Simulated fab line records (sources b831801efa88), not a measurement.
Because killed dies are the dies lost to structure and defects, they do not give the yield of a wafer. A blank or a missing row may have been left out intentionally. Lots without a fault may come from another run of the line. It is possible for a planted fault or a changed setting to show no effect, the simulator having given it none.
Problem report in the 8D (eight disciplines) form, filled by code | flow sfq-line | the parts of the form that need people (team, actions taken, sign-off) are left out

== 1. PROBLEM STATEMENT ==
Across 9 wafers from 3 lots, JJ_NB_RS at SFQ_JJ_RS_MEAS_929 averages 0.765 ohm/sq, while fault-free wafers read 1.046 ohm/sq with a standard deviation of 0.013. Relative to the usual mean, that is a shift of -22 standard deviations.
The step: measures by four-point-probe.
Earliest sighting: wafer L908.2 on film-metro-03 at day 57 17:55. Wafers with a number at this step in the record: 45, from 15 lots. By rule, "out" or "out of limits" means more than 4 standard deviations away from the usual mean. The other wafers with a number count as sound.

== 2. WHAT IT IS, AND WHAT IT ISN'T ==
question                    | is                     | is not
which readings at this step | JJ_NB_RS               | -
which lots                  | L908, L909, L911       | L889, L890, L891, L892, L895, L896, L897, L898, L899, L900, L901, L910
which wafers of those lots  | all that have a number | -
read on which gauges        | film-metro-03          | film-metro-01, film-metro-02
when                        | from day 57 17:55      | up to then (33 sound wafers); but 3 sound wafers of L910 came after

== 3. WHAT RULES OUT EACH SUSPECT ==
Counting: any tool at a process step up to the reading is kept as a suspect provided that every lot that is out went through it and no sound lot did after the first of them.
- the gauge at SFQ_JJ_RS_MEAS_929: kept. All the wafers that are out were read on film-metro-03, and no step on other tools shows them out.
- pvd-sputter-06 at SFQ_TRILAYER_JJ_TRILAYER_DEP_SPUTTER_112 (material Nb, target thk 170 nm, time 113.3 s): kept. All lots that are out passed through it, beginning with L908 at day 57 17:49, and no sound lot followed; its final sound lot before that point was L901 at day 55 20:43.
Remaining after the count are pvd-sputter-06 at SFQ_TRILAYER_JJ_TRILAYER_DEP_SPUTTER_112 and film-metro-03 at SFQ_JJ_RS_MEAS_929.

== 4. THE CAUSE (what the simulator had put in) ==
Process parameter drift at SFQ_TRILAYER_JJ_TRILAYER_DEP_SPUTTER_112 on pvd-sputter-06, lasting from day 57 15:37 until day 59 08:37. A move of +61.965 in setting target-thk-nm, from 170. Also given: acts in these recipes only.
2 suspects survive the count, and this tool is in that group.

== 5. SEQUENCE OF EFFECTS, ordered by route ==
Rows list readings where the struck wafers' mean (over those with a number) sits beyond 3 standard deviations from the usual. Only readings whose record carries a usual standard deviation are examined. hours: median over the lots of the time between each lot's start at the first step of this table that gives one and its start at this step. sigmas: the change, counted in usual standard deviations.
hours | step               | reading  | usual        | on struck wafers | change | sigmas
0     | SFQ_JJ_RS_MEAS_929 | JJ_NB_RS | 1.046 ohm/sq | 0.765            | -0.281 | -22
At these later measuring or inspecting steps, every struck wafer for which the step has a row has a number for every such reading, and none has moved that far: SFQ_R5_RS_MEAS_933.

== 6. WHAT WOULD HAVE CAUGHT IT SOONER ==
In this record the first reading out of limits at a measuring or inspecting step was taken at day 57 17:55, 2 hours after the fault began at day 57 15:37.
Of the tool readings at SFQ_TRILAYER_JJ_TRILAYER_DEP_SPUTTER_112 for which the record gives a usual standard deviation, none was out on any struck wafer, so an alarm limit of 4 standard deviations on them would not have fired.
Among the 3 lots that are out, L909, L911 began SFQ_TRILAYER_JJ_TRILAYER_DEP_SPUTTER_112 on pvd-sputter-06 after day 57 17:55. A hold on the tool at that time would have spared those 2.
